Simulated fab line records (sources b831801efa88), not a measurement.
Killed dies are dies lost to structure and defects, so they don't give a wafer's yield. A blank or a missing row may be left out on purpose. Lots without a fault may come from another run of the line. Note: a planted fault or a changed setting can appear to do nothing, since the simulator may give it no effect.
fab line records + flow sky130 + part 2 of 2: steps 44 to 44 of 44
record
- lots=6
- wafers=18
- lastDay=50
route steps=708 shown VIA2@525 METAL3@532 CAPM@537 PAD_OPEN@708
lots that met no fault: from a run of the same line without faults
startH: hours from the record's opening day to when the first of the lot's shown wafers began + waitH: how many hours have passed since the lot's step before this one + " unchanged from the row above + L1.1+2: a single row standing in for several wafers + - no value, or no start was given + * or withheld: withheld + < > ~ a bound
route shown NAME@n: NAME is a module with steps in the file, n the number in the route of the first one + usual: mean/standard deviation of fault-free wafers + same: alike in all rows + chamber/n: place in a boat + sites: the reading at each site + _std_site: their standard deviation + _edge_site: inner sites' mean taken away from outer sites' mean + radiusMm: how far each site lies from the wafer's centre + mask NAME#n: copy n + behind: tool/chamber where the wafer was last shaped + hold: why the lot was held/for how many hours/how that ended + device: whichever transistor did not switch (one of n, p or np) + end of line: the route-end tests of the same wafers + for a step that has no rows: nothing shown but its recipe + killed: dies lost to structure and defects at the first sort, not the wafer's yield + map: per-die view of a wafer (x killed, . not killed, _ where there is no die)
set.NAME: the run value of the setting; set.NAME@STEP: its run value at that earlier step + model.NAME: the simulator's own value behind a step, which no gauge read
lots at selected steps of the route; one table per step, one row per wafer
services: the hour from which a tool's chamber was out of use, counted from the record's first day as startH (under 0 if before that day), plus the number of hours and why
## steps
# step SKY_PAD_OPEN_PROBE_99
# usual
- defectLimitedYield=82.4/1.8
- killed_at_M0_to_M3=43/6.5
- killed_at_M4_up=3.2/1.8
- killedAtContacts=24/5.2
- killedAtFrontEnd=15/4
- killedAtOther=0.4/0.69
- killedDies=86/8.7
- killedOpen=47/7
- killedShort=39/5.7
- sort_bin_3_pad_short=0.9/0.43
- sort_bin_5_function=10.5/1.4
- sort_bin_6_memory=6.2/1.2
- sortNPass=406/8.7
- sortYieldPct=82.4/1.8
# same
- grossDies=492
- killedAtBackSide=0
- sort_bin_4_leakage[%]=0
- sort_bin_8_speed[%]=0
| lot.wafer | tool      | chamber | startH  | waitH | defectLimitedYield[%] | killed_at_M0_to_M3 | killed_at_M4_up | killedAtContacts | killedAtFrontEnd | killedAtOther | killedDies | killedOpen | killedShort | sort_bin_3_pad_short[%] | sort_bin_5_function[%] | sort_bin_6_memory[%] | sortNPass | sortYieldPct[%] | model.etest.capMim.bvV | model.etest.capMim.leakLog10ACm2 | model.etest.capMim.cFfUm2 |
|-----------|-----------|---------|---------|-------|-----------------------|--------------------|-----------------|------------------|------------------|---------------|------------|------------|-------------|-------------------------|------------------------|----------------------|-----------|-----------------|------------------------|----------------------------------|---------------------------|
| L252.1    | prober-01 | -       | 1130.43 | 0.1   | 79.1                  | 63                 | 7               | 19               | 14               | 0             | 103        | 59         | 44          | 0.8                     | 12.6                   | 7.5                  | 389       | 79.1            | 14.04                  | -8.975                           | 2.356                     |
| L252.4    | prober-01 | -       | 1130.58 | 0.2   | 82.5                  | 43                 | 3               | 23               | 17               | 0             | 86         | 48         | 38          | 0.8                     | 10.2                   | 6.5                  | 406       | 82.5            | 13.67                  | -8.9                             | 2.312                     |
| L252.6    | prober-01 | -       | 1130.68 | 0.2   | 81.7                  | 47                 | 2               | 27               | 13               | 1             | 90         | 49         | 41          | 1.0                     | 10.6                   | 6.7                  | 402       | 81.7            | 14.5                   | -9.046                           | 2.315                     |
| L255.2    | prober-02 | -       | 1146.32 | 0.1   | 83.5                  | 46                 | 1               | 13               | 21               | 0             | 81         | 42         | 38          | 0.4                     | 10.8                   | 5.3                  | 411       | 83.5            | 13.97                  | -8.746                           | 2.384                     |
| L255.5    | prober-02 | -       | 1146.47 | 0.2   | 82.3                  | 38                 | 7               | 24               | 18               | 0             | 87         | 44         | 43          | 1.4                     | 11.8                   | 4.5                  | 405       | 82.3            | 14.02                  | -9.036                           | 2.344                     |
| L255.6    | prober-02 | -       | 1146.52 | 0.2   | 83.5                  | 42                 | 2               | 22               | 14               | 1             | 81         | 50         | 31          | 0.2                     | 9.3                    | 6.9                  | 411       | 83.5            | 14.03                  | -8.931                           | 2.304                     |
| L262.2    | prober-01 | -       | 1182.37 | 0.1   | 81.5                  | 40                 | 4               | 24               | 23               | 0             | 91         | 48         | 43          | 1.0                     | 13.0                   | 4.5                  | 401       | 81.5            | 13.69                  | -8.928                           | 2.352                     |
| L262.4    | prober-01 | -       | 1182.47 | 0.2   | 82.3                  | 31                 | 2               | 32               | 22               | 0             | 87         | 43         | 44          | 1.4                     | 10.6                   | 5.7                  | 405       | 82.3            | 13.63                  | -9.086                           | 2.319                     |
| L262.5    | prober-01 | -       | 1182.52 | 0.2   | 83.9                  | 35                 | 0               | 36               | 8                | 0             | 79         | 49         | 30          | 1.2                     | 9.8                    | 5.1                  | 413       | 83.9            | 13.53                  | -8.88                            | 2.437                     |
| L263.2    | prober-02 | -       | 1184.56 | 0.1   | 81.3                  | 42                 | 3               | 26               | 19               | 2             | 92         | 52         | 39          | 1.0                     | 10.8                   | 6.9                  | 400       | 81.3            | 12.92                  | -8.624                           | 2.467                     |
| L263.4    | prober-02 | -       | 1184.66 | 0.2   | 81.9                  | 53                 | 3               | 20               | 12               | 1             | 89         | 57         | 32          | 0.8                     | 12.2                   | 5.1                  | 403       | 81.9            | 14.21                  | -9.109                           | 2.304                     |
| L263.5    | prober-02 | -       | 1184.71 | 0.2   | 79.5                  | 48                 | 4               | 30               | 19               | 0             | 101        | 50         | 51          | 2.4                     | 11.2                   | 6.9                  | 391       | 79.5            | 14.25                  | -9.054                           | 2.325                     |
| L264.2    | prober-01 | -       | 1191.76 | 0.1   | 79.7                  | 49                 | 5               | 27               | 18               | 1             | 100        | 56         | 44          | 0.6                     | 11.8                   | 7.9                  | 392       | 79.7            | 13.93                  | -8.741                           | 2.342                     |
| L264.3    | prober-01 | -       | 1191.81 | 0.2   | 81.9                  | 36                 | 3               | 27               | 23               | 0             | 89         | 53         | 36          | 1.2                     | 11.8                   | 5.1                  | 403       | 81.9            | 13.96                  | -8.946                           | 2.374                     |
| L264.6    | prober-01 | -       | 1191.96 | 0.2   | 84.3                  | 39                 | 3               | 20               | 15               | 0             | 77         | 41         | 36          | 1.6                     | 7.5                    | 6.5                  | 415       | 84.3            | 13.56                  | -9.04                            | 2.356                     |
| L265.4    | prober-02 | -       | 1196.72 | 0.2   | 81.7                  | 45                 | 5               | 23               | 16               | 1             | 90         | 51         | 37          | 1.0                     | 11.6                   | 5.7                  | 402       | 81.7            | 13.87                  | -9.218                           | 2.28                      |
| L265.5    | prober-02 | -       | 1196.77 | 0.2   | 80.7                  | 45                 | 5               | 28               | 15               | 2             | 95         | 59         | 35          | 1.2                     | 10.4                   | 7.7                  | 397       | 80.7            | 13.96                  | -8.962                           | 2.316                     |
| L265.6    | prober-02 | -       | 1196.82 | 0.2   | 81.1                  | 49                 | 5               | 18               | 20               | 1             | 93         | 56         | 34          | 0.4                     | 10.8                   | 7.7                  | 399       | 81.1            | 14.07                  | -8.936                           | 2.341                     |
# killed by level:class
L252.1 VIA1:geometricParticle:open=19 VIA2:geometricParticle:open=10 VIA3:geometricParticle:open=6 VIA1:geometricParticle:short=6 METAL2:geometricParticle:short=6 FIELD_ISO:geometricParticle:open=4 POLY_GATE:geometricParticle:short=4 METAL4:geometricParticle:short=4
L252.4 VIA2:geometricParticle:open=9 CONTACT:geometricParticle:open=8 VIA1:geometricParticle:short=7 VIA1:geometricParticle:open=7 VIA3:geometricParticle:open=6 LI_CONTACT:geometricParticle:open=5 FIELD_ISO:geometricParticle:open=4 POLY_GATE:geometricParticle:open=4
L252.6 LI_CONTACT:geometricParticle:open=12 VIA1:geometricParticle:open=9 VIA3:geometricParticle:open=8 VIA1:geometricParticle:short=7 METAL2:geometricParticle:short=6 CONTACT:geometricParticle:short=6 CONTACT:geometricParticle:open=6 FIELD_ISO:geometricParticle:short=5
L255.2 METAL1:geometricParticle:short=10 VIA3:geometricParticle:open=10 FIELD_ISO:geometricParticle:open=6 VIA1:geometricParticle:open=6 METAL2:geometricParticle:short=5 POLY_GATE:geometricParticle:open=4 POLY_GATE:geometricParticle:short=4 LI_CONTACT:geometricParticle:open=4
L255.5 VIA1:geometricParticle:short=8 LI_CONTACT:geometricParticle:open=8 VIA1:geometricParticle:open=8 POLY_GATE:geometricParticle:short=7 VIA3:geometricParticle:open=6 METAL1:geometricParticle:short=5 CONTACT:geometricParticle:short=4 CONTACT:geometricParticle:open=4
L255.6 VIA1:geometricParticle:open=12 VIA3:geometricParticle:open=7 LOCAL_INTERCONNECT:geometricParticle:short=6 CONTACT:geometricParticle:open=6 VIA2:geometricParticle:open=6 POLY_GATE:geometricParticle:short=4 LI_CONTACT:geometricParticle:open=4 METAL1:geometricParticle:short=4
L262.2 VIA1:geometricParticle:open=13 LI_CONTACT:geometricParticle:open=8 FIELD_ISO:geometricParticle:short=6 FIELD_ISO:geometricParticle:open=6 CONTACT:geometricParticle:open=6 VIA1:geometricParticle:short=6 POLY_GATE:geometricParticle:short=5 POLY_GATE:geometricParticle:open=5
L262.4 LI_CONTACT:geometricParticle:open=9 CONTACT:geometricParticle:open=9 FIELD_ISO:geometricParticle:short=8 METAL1:geometricParticle:short=6 VIA2:geometricParticle:open=6 LI_CONTACT:geometricParticle:short=5 LOCAL_INTERCONNECT:geometricParticle:short=5 VIA1:geometricParticle:short=5
L262.5 CONTACT:geometricParticle:open=15 CONTACT:geometricParticle:short=8 VIA2:geometricParticle:open=8 VIA3:geometricParticle:open=7 VIA1:geometricParticle:open=5 LI_CONTACT:geometricParticle:short=4 LI_CONTACT:geometricParticle:open=4 LOCAL_INTERCONNECT:geometricParticle:short=4
L263.2 LI_CONTACT:geometricParticle:open=10 VIA1:geometricParticle:open=8 VIA2:geometricParticle:open=8 FIELD_ISO:geometricParticle:open=6 CONTACT:geometricParticle:short=6 VIA1:geometricParticle:short=6 FIELD_ISO:geometricParticle:short=5 CONTACT:geometricParticle:open=5
L263.4 VIA2:geometricParticle:open=12 VIA3:geometricParticle:open=10 METAL1:geometricParticle:short=8 VIA1:geometricParticle:open=8 LI_CONTACT:geometricParticle:open=7 CONTACT:geometricParticle:open=7 POLY_GATE:geometricParticle:open=4 METAL1:geometricParticle:open=3
L263.5 CONTACT:geometricParticle:open=15 VIA3:geometricParticle:open=12 POLY_GATE:geometricParticle:open=6 METAL2:geometricParticle:short=6 METAL3:geometricParticle:short=6 VIA1:geometricParticle:short=5 POLY_GATE:geometricParticle:short=5 LI_CONTACT:geometricParticle:open=5
L264.2 CONTACT:geometricParticle:open=11 VIA3:geometricParticle:open=9 FIELD_ISO:geometricParticle:open=7 VIA1:geometricParticle:open=7 VIA1:geometricParticle:short=7 VIA2:geometricParticle:open=7 LOCAL_INTERCONNECT:geometricParticle:short=6 LI_CONTACT:geometricParticle:open=5
L264.3 CONTACT:geometricParticle:open=11 FIELD_ISO:geometricParticle:open=9 VIA3:geometricParticle:open=9 VIA1:geometricParticle:open=6 VIA1:geometricParticle:short=5 LI_CONTACT:geometricParticle:open=5 LOCAL_INTERCONNECT:geometricParticle:short=4 METAL1:geometricParticle:short=4
L264.6 VIA1:geometricParticle:open=9 CONTACT:geometricParticle:open=8 METAL2:geometricParticle:short=6 LI_CONTACT:geometricParticle:open=5 CONTACT:geometricParticle:short=5 VIA1:geometricParticle:short=5 POLY_GATE:geometricParticle:open=4 VIA2:geometricParticle:open=4
L265.4 CONTACT:geometricParticle:open=13 VIA1:geometricParticle:open=12 VIA1:geometricParticle:short=9 FIELD_ISO:geometricParticle:open=6 VIA3:geometricParticle:open=6 POLY_GATE:geometricParticle:short=4 CONTACT:geometricParticle:short=4 VIA2:geometricParticle:open=4
L265.5 VIA1:geometricParticle:open=15 VIA3:geometricParticle:open=11 CONTACT:geometricParticle:open=9 POLY_GATE:geometricParticle:open=6 LI_CONTACT:geometricParticle:open=6 CONTACT:geometricParticle:short=6 METAL2:geometricParticle:short=6 FIELD_ISO:geometricParticle:open=4
L265.6 VIA3:geometricParticle:open=13 VIA1:geometricParticle:open=11 VIA2:geometricParticle:open=7 LI_CONTACT:geometricParticle:open=6 CONTACT:geometricParticle:open=6 VIA1:geometricParticle:short=6 FIELD_ISO:geometricParticle:open=5 FIELD_ISO:geometricParticle:short=5
## services
| tool          | chamber | startH  | hours | kind   |
|---------------|---------|---------|-------|--------|
| cmp-02        | -       | 895.44  | 0.3   | repair |
| pvdSputter-04 | -       | 902.12  | 25.9  | repair |
| cmp-02        | -       | 902.34  | 2.1   | repair |
| cmp-01        | -       | 912.00  | 4.0   | pm     |
| rieDiel-03    | -       | 919.24  | 2.8   | pm     |
| rieDiel-02    | 3       | 922.64  | 15.9  | repair |
| rieMetal-02   | 1       | 923.06  | 5.0   | repair |
| cmp-01        | -       | 930.56  | 11.6  | repair |
| rieDiel-02    | 1       | 931.04  | 1.3   | repair |
| pecvd-02      | 1       | 934.29  | 11.1  | repair |
| pvdSputter-02 | -       | 944.13  | 11.5  | repair |
| cmp-01        | -       | 945.97  | 1.6   | repair |
| pecvd-04      | -       | 957.37  | 0.3   | repair |
| rieMetal-02   | -       | 958.00  | 2.8   | pm     |
| rieMetal-01   | 1       | 961.11  | 19.3  | repair |
| rieDiel-02    | 2       | 982.01  | 6.4   | repair |
| pvdSputter-03 | -       | 983.16  | 2.4   | repair |
| rieDiel-02    | 2       | 1020.25 | 2.8   | repair |
| cmp-01        | -       | 1022.99 | 2.8   | repair |
| pvdSputter-03 | -       | 1030.25 | 1.3   | repair |
| cmp-02        | -       | 1044.83 | 2.9   | repair |
| rieDiel-03    | 3       | 1046.63 | 5.5   | repair |
| rieDiel-02    | 1       | 1047.22 | 5.8   | repair |
| rieDiel-03    | 0       | 1049.87 | 6.1   | repair |
## key
firstSign
- step=SKY_CAPM_CVD_00
- reading=rfFwdPowerW
- direction=down
- sigmas=36
- usual=443.0
- struck=371.7
effect
- step=SKY_CAPM_THK_MEAS_01
- reading=visit
- direction=added
effect
- step=SKY_METAL3_ETCH_17
- reading=oesProductAu
- direction=down
- sigmas=2.7
- usual=0.756
- struck=0.738
modelEffect
- step=SKY_CAPM_CVD_00
- value=SiO2_of_CAPM_CVD_00.thkNm
- without=15.51
- struck=14.72
modelEffect
- step=SKY_METAL3_ETCH_17
- value=etch.depthNm
- without=15.51
- struck=14.72
modelEffect
- step=SKY_PAD_OPEN_PROBE_99
- value=etest.capMim.bvV
- without=13.94
- struck=13.23
metAt SKY_CAPM_CVD_00
struckWafers L262.5,L263.2
fault
- kind=processParameterDrift
- tool=pecvd-03
- chamber=2
- onsetH=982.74
- steps=SKY_CAPM_CVD_00
- channel=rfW
- offset=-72
- shape=step
- endH=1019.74
- actsIn=theseRecipesOnly
- stated=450
